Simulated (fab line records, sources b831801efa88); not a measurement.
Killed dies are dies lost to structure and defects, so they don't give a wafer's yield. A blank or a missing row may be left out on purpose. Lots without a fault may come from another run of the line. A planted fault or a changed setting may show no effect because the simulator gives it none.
Tool commonality check | flow gf180mcu | 15 lots, 45 wafers sampled

WHY IT WAS OPENED
At GF_DUAL_GATE_THK_MEAS_03 the reading DUAL_GATE_OXIDATION_00_THK is flagged on 3 of 15 lots. Wafers without a fault read 11.01 nm, standard deviation 0.2.
Rule: a lot is flagged when every wafer of it that has a number lies more than 4 standard deviations from that mean, or none has a number. The other lots count as sound.

lot  | measured     | on            | DUAL_GATE_OXIDATION_00_THK (nm), wafer by wafer | flag
L987 | day 7 15:39  | film_metro-01 | 11.51 11.47 11.46                               |
L989 | day 8 01:00  | film_metro-01 | 11.24 11.21 11.07                               |
L990 | day 8 11:31  | film_metro-01 | 10.83 11.04 10.73                               |
L991 | day 8 14:54  | film_metro-03 | 10.86 10.94 10.86                               |
L992 | day 9 01:55  | film_metro-03 | 7.97 8.12 8.14                                  | FLAGGED
L993 | day 9 07:13  | film_metro-01 | 8.59 8.65 8.47                                  | FLAGGED
L996 | day 10 04:14 | film_metro-03 | 8.25 8.36 8.22                                  | FLAGGED
L103 | day 12 04:35 | film_metro-01 | 11.27 11.26 11.10                               |
L104 | day 12 10:59 | film_metro-01 | 11.32 11.27 11.14                               |
L105 | day 12 17:18 | film_metro-03 | 10.97 10.99 10.88                               |
L106 | day 13 00:59 | film_metro-03 | 11.13 11.31 11.27                               |
L107 | day 13 08:23 | film_metro-02 | 11.09 10.96 11.09                               |
L108 | day 13 16:13 | film_metro-02 | 11.01 11.06 11.28                               |
L109 | day 14 07:59 | film_metro-03 | 11.00 11.11 11.11                               |
L110 | day 14 08:56 | film_metro-03 | 10.85 10.93 10.97                               |
The numbers of the flagged lots are 8.31 nm on average: -2.70 nm against the usual, or -14 standard deviations.

WHICH TOOL RAN EACH LOT
The record holds 1 process step before the reading, out of a route of 602 steps. In each cell: the tool, then ch and the chambers that the sampled wafers went through, then the start.
lot  | flag    | GF_DUAL_GATE_OXIDATION_02
L987 |         | furnace-02 ch 0, day 7 14:11
L989 |         | furnace-01 ch 0, day 7 23:32
L990 |         | furnace-02 ch 0, day 8 10:04
L991 |         | furnace-02 ch 0, day 8 13:27
L992 | FLAGGED | furnace-02 ch 0, day 9 00:26
L993 | FLAGGED | furnace-02 ch 0, day 9 05:46
L996 | FLAGGED | furnace-02 ch 0, day 10 02:47
L103 |         | furnace-01 ch 0, day 12 03:08
L104 |         | furnace-01 ch 0, day 12 09:32
L105 |         | furnace-01 ch 0, day 12 15:52
L106 |         | furnace-01 ch 0, day 12 23:32
L107 |         | furnace-01 ch 0, day 13 06:57
L108 |         | furnace-01 ch 0, day 13 14:46
L109 |         | furnace-01 ch 0, day 14 06:32
L110 |         | furnace-02 ch 0, day 14 07:29
What these steps do:
- GF_DUAL_GATE_OXIDATION_02: stabilise 600 s, purge 300 s, target thk 10.887 nm.
- GF_DUAL_GATE_THK_MEAS_03

FLAGGED OVER TOTAL, TOOL BY TOOL (the gauges that took the reading come last)
step                      | tool          | lots run | flagged | share of the flagged lots | sound lots run after its first flagged lot
GF_DUAL_GATE_OXIDATION_02 | furnace-01    | 8        | 0       | none                      | -
GF_DUAL_GATE_OXIDATION_02 | furnace-02    | 7        | 3       | all                       | 1 (L110)
GF_DUAL_GATE_THK_MEAS_03  | film_metro-01 | 6        | 1       | some                      | 2 (L103,L104)
GF_DUAL_GATE_THK_MEAS_03  | film_metro-02 | 2        | 0       | none                      | -
GF_DUAL_GATE_THK_MEAS_03  | film_metro-03 | 7        | 2       | some                      | 4 (L105,L106,L109,L110)

WHAT THE TABLE ALLOWS
1 row of the table ran every flagged lot: furnace-02 at GF_DUAL_GATE_OXIDATION_02.
- furnace-02 at GF_DUAL_GATE_OXIDATION_02: 3 of its 7 lots flagged. Sound lots ran on it after the first flagged one (L110), which a lasting fault on the whole tool wouldn't allow. Its own readings lie more than 4 standard deviations out on every wafer of the flagged lots: spike_tc_bottom_C, spike_tc_centre_C, spike_tc_lower_C, spike_tc_top_C, spike_tc_upper_C, tube_center_temp_C, tube_center_temp_C_max.
No row of the table ran every flagged lot and no sound lot after the first.

WHAT THE SIMULATOR HAD PUT IN
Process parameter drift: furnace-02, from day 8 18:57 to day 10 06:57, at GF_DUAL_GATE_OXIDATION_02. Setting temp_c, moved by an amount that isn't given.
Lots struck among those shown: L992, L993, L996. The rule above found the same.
